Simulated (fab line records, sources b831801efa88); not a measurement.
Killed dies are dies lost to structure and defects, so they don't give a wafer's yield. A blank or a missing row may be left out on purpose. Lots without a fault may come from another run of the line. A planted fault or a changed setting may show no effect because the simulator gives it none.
fab line records | flow gf180mcu | part 1 of 2: steps 1 to 26 of 36
record lots=5 wafers=15 last_day=34
route steps=602 shown CONTACT@305 M1@315 V1@335
lots that met no fault: from a run of the same line without faults
start_h: hours from the record's first day to the start of the lot's first wafer shown | wait_h: hours since the lot's step before | " the same as in the row above | L1.1+2: a row that stands for several wafers | - no value, or no start given | * or withheld: withheld | < > ~ a bound
route shown NAME@n: a module of which the file shows steps, and the number in the route of the first | usual: mean/standard deviation of fault-free wafers | same: alike in all rows | chamber/n: place in a boat | sites: the reading at each site | _std_site: their standard deviation | _edge_site: outer sites' mean less inner sites' | radius_mm: how far each site lies from the wafer's centre | mask NAME#n: copy n | behind: the tool/chamber that last shaped the wafer | hold: why the lot was held/for how many hours/how that ended | device: the transistor (n, p or np) that didn't switch | end of line: the same wafers' tests at the end of the route | a step without rows: its recipe alone | killed: dies lost to structure and defects at the first sort, not the wafer's yield | map: a wafer's dies, x killed, . not, _ none there
set.NAME: the setting as run; set.NAME@STEP: as run at that earlier step | model.NAME: the simulator's own value behind a step, which no gauge read
lots at some steps of the route; a table a step, a row a wafer
services: from which hour (start_h, from the record's first day; less than 0 if before it) a tool's chamber was out of use, for how many hours, and why
## steps
# step GF_CONTACT_STRIP_18
# recipe chemistry=O2/N2 power_w=1400 pressure_mtorr=1500 platen_temp_c=250 o2_flow_sccm=3000 n2_flow_sccm=300 overash_fraction=0.5
# usual drypump_motor_current_A=5.7/0.47 heater_power_w=329/21 oes_product_au=0.580/0.0053
# same overash_fraction=0.5
# columns lot.wafer tool chamber start_h wait_h drypump_motor_current_A heater_power_w oes_product_au rf_hours_counter_h
L075.1 plasma_asher-01 1 366.12 - 5.4 335 0.575 59
L075.5 " 1 " " 5.3 335 0.575 -
L075.6 " 0 " " 6.0 355 0.566 -
L076.2 plasma_asher-02 1 373.52 - 5.7 328 0.579 27
L076.4 " 0 " " 6.3 300 0.584 -
L076.6 " 1 " " 5.7 327 0.580 -
L079.3 plasma_asher-02 0 403.75 - 6.2 306 0.581 -
L079.5 " 0 " " 6.2 301 0.586 -
L079.6 " 1 " " 5.7 330 0.585 -
L080.2 plasma_asher-04 1 415.37 - 4.7 328 0.584 78
L080.3 " 1 " " 4.7 329 0.585 -
L080.6 " 1 " " 4.8 320 0.576 -
L097.2 plasma_asher-02 1 557.52 - 5.7 322 0.585 48
L097.3 " 0 " " 6.3 304 0.575 -
L097.4 " 1 " " 5.8 323 0.577 -
# step GF_CONTACT_CLEAN_19
# recipe chemistry=SPM
# columns lot.wafer tool chamber start_h wait_h
L075.1+5+6 wet_bench-04 3 366.22 0.1
L076.2+4+6 wet_bench-02 1 373.62 0.1
L079.3+5+6 wet_bench-02 1 403.82 0.0
L080.2+3+6 wet_bench-03 0 415.47 0.1
L097.2+3+4 wet_bench-02 0 557.62 0.1
# step GF_CONTACT_CLEAN_20
# recipe chemistry=DIW
# columns lot.wafer tool chamber start_h wait_h
L075.1+5+6 wet_bench-02 2 366.31 0.0
L076.2+4+6 wet_bench-04 2 373.72 0.0
L079.3+5+6 wet_bench-04 3 403.91 0.0
L080.2+3+6 wet_bench-04 3 415.57 0.0
L097.2+3+4 wet_bench-03 0 557.71 0.0
# step GF_CONTACT_CLEAN_21
# recipe chemistry=dHF time_s=20 dilution=100:1 dry=ipa_marangoni
# columns lot.wafer tool chamber start_h wait_h
L075.1+5+6 wet_bench-04 0 366.43 0.0
L076.2+4+6 wet_bench-02 3 373.82 0.0
L079.3+5+6 wet_bench-03 2 404.00 0.0
L080.2+3+6 wet_bench-02 2 415.66 0.0
L097.2+3+4 wet_bench-04 3 557.80 0.0
# step GF_CONTACT_SPUTTER_22
# recipe material=Ti target_thk_nm=15 chamber_pressure_pa=5 power_w=2500 substrate_temp_c=200 time_s=80.02
# usual throttle_valve_pct=30.1/1.3
# columns lot.wafer tool chamber start_h wait_h throttle_valve_pct
L075.1 pvd_sputter-02 - 366.45 0.0 29.8
L075.5 " - " " 29.6
L075.6 " - " " 31.5
L076.2 pvd_sputter-03 - 373.83 0.0 31.5
L076.4 " - " " 31.0
L076.6 " - " " 31.4
L079.3 pvd_sputter-02 - 404.02 0.0 31.7
L079.5 " - " " 29.8
L079.6 " - " " 27.4
L080.2 pvd_sputter-04 - 415.67 0.0 28.2
L080.3 " - " " 29.9
L080.6 " - " " 29.9
L097.2 pvd_sputter-04 - 557.82 0.0 30.1
L097.3 " - " " 29.8
L097.4 " - " " 31.6
# step GF_CONTACT_SPUTTER_23
# recipe material=TiN target_thk_nm=10 chamber_pressure_pa=5 power_w=4000 time_s=40
# usual throttle_valve_pct=30.1/1.3
# columns lot.wafer tool chamber start_h wait_h throttle_valve_pct
L075.1 pvd_sputter-02 - 366.51 0.0 30.1
L075.5 " - " " 29.7
L075.6 " - " " 31.8
L076.2 pvd_sputter-03 - 373.89 0.0 31.6
L076.4 " - " " 31.0
L076.6 " - " " 31.8
L079.3 pvd_sputter-02 - 404.08 0.0 32.0
L079.5 " - " " 30.0
L079.6 " - " " 27.4
L080.2 pvd_sputter-04 - 415.74 0.0 27.9
L080.3 " - " " 29.7
L080.6 " - " " 29.7
L097.2 pvd_sputter-04 - 557.88 0.0 29.9
L097.3 " - " " 29.9
L097.4 " - " " 31.5
# step GF_CONTACT_CVD_24
# recipe material=W target_thk_nm=300 time_s=90.339 temp_c=400 pressure_torr=40
# usual chamber_pressure_Torr=40.00/0.089 heater_power_w=854/50
# columns lot.wafer tool chamber start_h wait_h chamber_pressure_Torr heater_power_w
L075.1 cvd_w-02 1 366.55 0.0 40.05 875
L075.5 " 1 " " 39.91 870
L075.6 " 0 " " 39.95 946
L076.2 cvd_w-01 1 373.93 0.0 40.04 839
L076.4 " 0 " " 39.87 862
L076.6 " 1 " " 39.98 828
L079.3 cvd_w-01 1 404.15 0.1 39.91 782
L079.5 " 1 " " 39.97 780
L079.6 " 0 " " 39.99 818
L080.2 cvd_w-02 1 415.77 0.0 40.20 889
L080.3 " 0 " " 40.05 928
L080.6 " 0 " " 39.97 930
L097.2 cvd_w-01 0 557.92 0.0 39.97 857
L097.3 " 1 " " 39.96 817
L097.4 " 0 " " 40.06 844
# step GF_CONTACT_RS_MEAS_25
# recipe thk_meas_gauge=four-point-probe reads=W_of_CONTACT_CVD_24+TiN_of_CONTACT_SPUTTER_23+Ti_of_CONTACT_SPUTTER_22
# usual CONTACT_W_RS=0.380/0.0045
# columns lot.wafer tool chamber start_h wait_h CONTACT_W_RS[ohm/sq]
L075.1 film_metro-03 - 366.65 0.1 0.370
L075.5 " - " " 0.373
L075.6 " - " " 0.376
L076.2 film_metro-01 - 374.05 0.1 0.377
L076.4 " - " " 0.380
L076.6 " - " " 0.379
L079.3 film_metro-03 - 404.26 0.1 0.386
L079.5 " - " " 0.386
L079.6 " - " " 0.389
L080.2 film_metro-01 - 415.89 0.1 0.376
L080.3 " - " " 0.376
L080.6 " - " " 0.375
L097.2 film_metro-01 - 558.04 0.1 0.387
L097.3 " - " " 0.389
L097.4 " - " " 0.384
# step GF_CONTACT_THK_MEAS_26
# recipe thk_meas_gauge=xrf reads=W_of_CONTACT_CVD_24
# usual CONTACT_W_THK=307/3.7
# columns lot.wafer tool chamber start_h wait_h CONTACT_W_THK[nm]
L075.1 film_metro-03 - 366.77 0.1 313
L075.5 " - " " 310
L075.6 " - " " 309
L076.2 film_metro-01 - 374.16 0.1 308
L076.4 " - " " 307
L076.6 " - " " 306
L079.3 film_metro-03 - 404.36 0.1 302
L079.5 " - " " 301
L079.6 " - " " 300
L080.2 film_metro-01 - 416.00 0.1 310
L080.3 " - " " 310
L080.6 " - " " 311
L097.2 film_metro-01 - 558.15 0.1 300
L097.3 " - " " 300
L097.4 " - " " 301
# step GF_CONTACT_CMP_27
# recipe stop_on=SiO2 down_force_psi=3.5 platen_rpm=60 t_overpolish_s=15 target_thk_nm=0 pad_velocity_m_s=0.94248
# usual motor_current_A=11.2/1.1 overpolish_run_s=15.000/0.0095 time_to_endpoint_s=73/4.1
# columns lot.wafer tool chamber start_h wait_h motor_current_A overpolish_run_s time_to_endpoint_s
L075.1 cmp-02 1 366.88 0.1 10.7 15.001 69
L075.6 " 0 " " 10.1 14.992 72
L075.5 " 1 " " 10.9 15.008 71
L076.4 cmp-01 3 374.34 0.1 11.8 14.979 73
L076.2 " 0 " " 12.7 15.003 71
L076.6 " 0 " " 13.1 15.004 74
L079.3 cmp-02 2 404.45 0.1 11.0 14.998 73
L079.5 " 1 " " 11.1 15.009 68
L079.6 " 2 " " 10.2 14.986 74
L080.2 cmp-01 0 416.15 0.1 12.7 15.003 76
L080.3 " 1 " " 13.0 14.981 72
L080.6 " 3 " " 11.5 14.990 80
L097.3 cmp-01 0 558.20 0.0 12.9 15.004 72
L097.4 " 2 " " 10.8 15.018 71
L097.2 " 3 " " 11.3 15.003 75
# step GF_M1_SPUTTER_00
# recipe material=Ti target_thk_nm=37.5 arriving_ion_energy_ev=80 substrate_temp_c=200 chamber_pressure_pa=2 power_w=4000 time_s=150
# usual throttle_valve_pct=30.0/0.92
# columns lot.wafer tool chamber start_h wait_h throttle_valve_pct
L075.1 pvd_sputter-04 - 367.13 0.2 28.3
L075.5 " - " " 29.8
L075.6 " - " " 28.0
L076.2 pvd_sputter-01 - 374.64 0.2 30.8
L076.4 " - " " 29.4
L076.6 " - " " 30.7
L079.3 pvd_sputter-01 - 404.70 0.2 29.9
L079.5 " - " " 29.8
L079.6 " - " " 30.8
L080.2 pvd_sputter-01 - 416.35 0.1 29.7
L080.3 " - " " 29.8
L080.6 " - " " 29.7
L097.2 pvd_sputter-04 - 558.50 0.1 30.0
L097.3 " - " " 28.1
L097.4 " - " " 30.1
# step GF_M1_SPUTTER_01
# recipe material=TiN target_thk_nm=30 power_w=6500 time_s=25 chamber_pressure_pa=0.4
# usual throttle_valve_pct=30.0/0.9
# columns lot.wafer tool chamber start_h wait_h throttle_valve_pct
L075.1 pvd_sputter-04 - 367.23 0.1 28.1
L075.5 " - " " 29.8
L075.6 " - " " 28.2
L076.2 pvd_sputter-01 - 374.74 0.1 30.7
L076.4 " - " " 29.5
L076.6 " - " " 30.6
L079.3 pvd_sputter-01 - 404.80 0.1 29.5
L079.5 " - " " 29.9
L079.6 " - " " 30.8
L080.2 pvd_sputter-01 - 416.45 0.1 29.8
L080.3 " - " " 29.6
L080.6 " - " " 29.8
L097.2 pvd_sputter-04 - 558.60 0.1 29.9
L097.3 " - " " 28.3
L097.4 " - " " 29.7
# step GF_M1_SPUTTER_02
# recipe material=AlCu target_thk_nm=450 power_w=10600 time_s=23.9 chamber_pressure_pa=0.4
# usual throttle_valve_pct=30.0/0.92
# columns lot.wafer tool chamber start_h wait_h throttle_valve_pct
L075.1 pvd_sputter-04 - 367.26 0.0 28.3
L075.5 " - " " 30.2
L075.6 " - " " 28.5
L076.2 pvd_sputter-01 - 374.77 0.0 30.6
L076.4 " - " " 29.8
L076.6 " - " " 30.8
L079.3 pvd_sputter-01 - 404.83 0.0 29.5
L079.5 " - " " 29.9
L079.6 " - " " 30.3
L080.2 pvd_sputter-01 - 416.49 0.0 29.7
L080.3 " - " " 29.6
L080.6 " - " " 29.8
L097.2 pvd_sputter-04 - 558.63 0.0 30.2
L097.3 " - " " 28.0
L097.4 " - " " 30.1
# step GF_M1_SPUTTER_03
# recipe material=Ti target_thk_nm=10 substrate_temp_c=300 chamber_pressure_pa=0.3 power_w=3000 time_s=6.7
# usual throttle_valve_pct=30.0/0.94
# columns lot.wafer tool chamber start_h wait_h throttle_valve_pct
L075.1 pvd_sputter-04 - 367.29 0.0 27.9
L075.5 " - " " 30.0
L075.6 " - " " 28.1
L076.2 pvd_sputter-01 - 374.80 0.0 30.7
L076.4 " - " " 29.6
L076.6 " - " " 30.4
L079.3 pvd_sputter-01 - 404.86 0.0 29.6
L079.5 " - " " 29.8
L079.6 " - " " 30.6
L080.2 pvd_sputter-01 - 416.52 0.0 29.7
L080.3 " - " " 29.6
L080.6 " - " " 29.6
L097.2 pvd_sputter-04 - 558.66 0.0 30.0
L097.3 " - " " 28.0
L097.4 " - " " 29.7
# step GF_M1_SPUTTER_04
# recipe material=TiN target_thk_nm=50 power_w=6500 time_s=41.7 chamber_pressure_pa=0.4
# usual throttle_valve_pct=30.1/0.9
# columns lot.wafer tool chamber start_h wait_h throttle_valve_pct
L075.1 pvd_sputter-04 - 367.31 0.0 28.3
L075.5 " - " " 30.2
L075.6 " - " " 28.2
L076.2 pvd_sputter-01 - 374.82 0.0 30.6
L076.4 " - " " 29.7
L076.6 " - " " 30.5
L079.3 pvd_sputter-01 - 404.88 0.0 29.4
L079.5 " - " " 29.8
L079.6 " - " " 30.5
L080.2 pvd_sputter-01 - 416.54 0.0 29.8
L080.3 " - " " 29.4
L080.6 " - " " 29.9
L097.2 pvd_sputter-04 - 558.68 0.0 30.0
L097.3 " - " " 28.2
L097.4 " - " " 29.8
# step GF_M1_RS_MEAS_05
# recipe thk_meas_gauge=four-point-probe reads=TiN_of_M1_SPUTTER_04+Ti_of_M1_SPUTTER_03+AlCu_of_M1_SPUTTER_02+TiN_of_M1_SPUTTER_01+Ti_of_M1_SPUTTER_00
# usual M1_ALCU_RS=0.0698/0.00088
# columns lot.wafer tool chamber start_h wait_h M1_ALCU_RS[ohm/sq]
L075.1 film_metro-01 - 367.35 0.0 0.0702
L075.5 " - " " 0.0700
L075.6 " - " " 0.0695
L076.2 film_metro-02 - 374.88 0.0 0.0695
L076.4 " - " " 0.0690
L076.6 " - " " 0.0692
L079.3 film_metro-02 - 404.96 0.1 0.0687
L079.5 " - " " 0.0690
L079.6 " - " " 0.0698
L080.2 film_metro-02 - 416.60 0.0 0.0688
L080.3 " - " " 0.0685
L080.6 " - " " 0.0686
L097.2 film_metro-02 - 558.74 0.0 0.0704
L097.3 " - " " 0.0709
L097.4 " - " " 0.0709
# step GF_M1_THK_MEAS_06
# recipe thk_meas_gauge=xrf reads=AlCu_of_M1_SPUTTER_02
# usual M1_ALCU_THK=442/5.9
# columns lot.wafer tool chamber start_h wait_h M1_ALCU_THK[nm]
L075.1 film_metro-01 - 367.47 0.1 445
L075.5 " - " " 445
L075.6 " - " " 445
L076.2 film_metro-02 - 374.99 0.1 439
L076.4 " - " " 443
L076.6 " - " " 441
L079.3 film_metro-02 - 405.06 0.1 448
L079.5 " - " " 446
L079.6 " - " " 440
L080.2 film_metro-02 - 416.71 0.1 451
L080.3 " - " " 452
L080.6 " - " " 451
L097.2 film_metro-02 - 558.85 0.1 438
L097.3 " - " " 433
L097.4 " - " " 433
# step GF_M1_DEHYDRATE_07
# recipe temp_c=200 time_s=60
# usual chill_plate_temp_C=23.04/0.096
# columns lot.wafer tool chamber start_h wait_h chill_plate_temp_C
L075.1 litho_track-03 0 377.91 10.4 23.10
L075.5 " 0 " " 23.11
L075.6 " 0 " " 23.14
L076.2 litho_track-03 0 385.78 10.8 23.02
L076.4 " 0 " " 23.07
L076.6 " 0 " " 23.02
L079.3 litho_track-03 0 416.46 11.4 23.12
L079.5 " 0 " " 22.99
L079.6 " 0 " " 23.00
L080.2 litho_track-02 0 427.57 10.9 23.12
L080.3 " 0 " " 22.98
L080.6 " 0 " " 23.08
L097.2 litho_track-04 0 569.22 10.4 23.10
L097.3 " 0 " " 23.15
L097.4 " 0 " " 23.12
# step GF_M1_HMDS_08
# recipe prime_time_s=60 prime_temp_c=120
# usual chill_plate_temp_C=23.02/0.11
# columns lot.wafer tool chamber start_h wait_h chill_plate_temp_C
L075.1 litho_track-03 0 378.06 0.1 22.74
L075.5 " 0 " " 23.01
L075.6 " 0 " " 23.00
L076.2 litho_track-03 0 385.93 0.1 23.03
L076.4 " 0 " " 23.13
L076.6 " 0 " " 22.88
L079.3 litho_track-03 0 416.61 0.1 22.77
L079.5 " 0 " " 23.09
L079.6 " 0 " " 22.99
L080.2 litho_track-02 0 427.72 0.1 22.75
L080.3 " 0 " " 22.70
L080.6 " 0 " " 22.80
L097.2 litho_track-04 0 569.37 0.1 22.96
L097.3 " 0 " " 23.15
L097.4 " 0 " " 23.17
# step GF_M1_COAT_09
# recipe resist=KrF spin_rpm=withheld resist_thk_nm=1000
# usual chill_plate_temp_C=23.00/0.1
# columns lot.wafer tool chamber start_h wait_h chill_plate_temp_C
L075.1 litho_track-03 0 378.21 0.1 23.07
L075.5 " 0 " " 22.96
L075.6 " 0 " " 23.19
L076.2 litho_track-03 0 386.08 0.1 23.14
L076.4 " 0 " " 23.06
L076.6 " 0 " " 23.01
L079.3 litho_track-03 0 416.76 0.1 22.97
L079.5 " 0 " " 23.05
L079.6 " 0 " " 23.04
L080.2 litho_track-02 0 427.87 0.1 22.98
L080.3 " 0 " " 22.87
L080.6 " 0 " " 23.11
L097.2 litho_track-04 0 569.52 0.1 22.85
L097.3 " 0 " " 23.00
L097.4 " 0 " " 22.98
# step GF_M1_SOFTBAKE_10
# recipe temp_c=130 time_s=60 resist=KrF
# usual chill_plate_temp_C=23.02/0.087
# columns lot.wafer tool chamber start_h wait_h chill_plate_temp_C
L075.1 litho_track-03 0 378.36 0.1 22.93
L075.5 " 0 " " 22.94
L075.6 " 0 " " 23.08
L076.2 litho_track-03 0 386.23 0.1 22.92
L076.4 " 0 " " 23.08
L076.6 " 0 " " 23.11
L079.3 litho_track-03 0 416.91 0.1 23.20
L079.5 " 0 " " 23.09
L079.6 " 0 " " 23.17
L080.2 litho_track-02 0 428.02 0.1 23.08
L080.3 " 0 " " 22.88
L080.6 " 0 " " 23.02
L097.2 litho_track-04 0 569.67 0.1 22.99
L097.3 " 0 " " 23.18
L097.4 " 0 " " 23.14
# step GF_M1_EXPOSE_11
# recipe mask_id=Metal1 target_cd_nm=230 na=0.68 source_shape=conventional sigma_outer=0.6 dose_mj=28
# usual focus_offset_nm=0.0/0.47
# columns lot.wafer tool chamber start_h wait_h mask focus_offset_nm
L075.1 krf_scanner-02 0 - - Metal1#0 -0.7
L075.5 " 0 " " Metal1#0 -0.3
L075.6 " 0 " " Metal1#0 0.5
L076.2 krf_scanner-01 0 - - Metal1#0 -0.7
L076.4 " 0 " " Metal1#0 0.1
L076.6 " 0 " " Metal1#0 0.0
L079.3 krf_scanner-02 0 - - Metal1#0 -0.2
L079.5 " 0 " " Metal1#0 0.4
L079.6 " 0 " " Metal1#0 -0.2
L080.2 krf_scanner-02 0 - - Metal1#0 -0.3
L080.3 " 0 " " Metal1#0 -0.7
L080.6 " 0 " " Metal1#0 -0.1
L097.2 krf_scanner-02 0 - - Metal1#0 0.2
L097.3 " 0 " " Metal1#0 0.3
L097.4 " 0 " " Metal1#0 0.1
# step GF_M1_PEB_12
# recipe peb_temp_c=135 peb_time_s=90 resist=KrF
# usual chill_plate_temp_C=22.97/0.093
# columns lot.wafer tool chamber start_h wait_h chill_plate_temp_C
L075.1 litho_track-02 0 - - 22.84
L075.5 " 0 " " 22.74
L075.6 " 0 " " 22.97
L076.2 litho_track-02 0 - - 22.96
L076.4 " 0 " " 23.06
L076.6 " 0 " " 23.02
L079.3 litho_track-04 0 - - 23.07
L079.5 " 0 " " 22.93
L079.6 " 0 " " 22.96
L080.2 litho_track-02 0 - - 22.99
L080.3 " 0 " " 22.94
L080.6 " 0 " " 22.91
L097.2 litho_track-02 0 - - 22.90
L097.3 " 0 " " 23.05
L097.4 " 0 " " 23.14
# step GF_M1_DEVELOP_13
# recipe develop_time_s=60 dev_temp_c=21
# usual chill_plate_temp_C=22.98/0.091
# columns lot.wafer tool chamber start_h wait_h chill_plate_temp_C
L075.1 litho_track-02 0 389.20 0.2 22.97
L075.5 " 0 " " 23.00
L075.6 " 0 " " 23.01
L076.2 litho_track-02 0 397.83 0.2 23.05
L076.4 " 0 " " 23.01
L076.6 " 0 " " 23.01
L079.3 litho_track-04 0 428.10 0.1 22.96
L079.5 " 0 " " 23.03
L079.6 " 0 " " 23.10
L080.2 litho_track-02 0 439.42 0.2 22.95
L080.3 " 0 " " 22.88
L080.6 " 0 " " 22.97
L097.2 litho_track-02 0 581.02 0.2 23.01
L097.3 " 0 " " 22.86
L097.4 " 0 " " 23.01
# step GF_M1_CD_MEAS_14
# recipe target_cd_nm=230
# usual cd_nm=230.4/1.2
# columns lot.wafer tool chamber start_h wait_h cd_nm
L075.1 cd_sem-01 - 389.35 0.1 230.2
L075.5 " - " " 230.1
L075.6 " - " " 230.9
L076.2 cd_sem-01 - 397.97 0.1 228.6
L076.4 " - " " 229.1
L076.6 " - " " 228.8
L079.3 cd_sem-02 - 428.24 0.1 230.3
L079.5 " - " " 229.6
L079.6 " - " " 231.2
L080.2 cd_sem-01 - 439.57 0.1 229.9
L080.3 " - " " 230.1
L080.6 " - " " 229.4
L097.2 cd_sem-01 - 581.17 0.1 230.5
L097.3 " - " " 229.7
L097.4 " - " " 230.0
# step GF_M1_OVL_MEAS_15
# usual M1_OVL=-1/5.7
# columns lot.wafer tool chamber start_h wait_h M1_OVL[nm]
L075.1 overlay-01 - 389.47 0.1 -8
L075.5 " - " " -4
L075.6 " - " " -3
L076.2 overlay-02 - 398.08 0.1 3
L076.4 " - " " -1
L076.6 " - " " 5
L079.3 overlay-01 - 428.33 0.1 -3
L079.5 " - " " -1
L079.6 " - " " -7
L080.2 overlay-01 - 439.68 0.1 5
L080.3 " - " " -5
L080.6 " - " " -3
L097.2 overlay-01 - 581.27 0.1 5
L097.3 " - " " 1
L097.4 " - " " -2
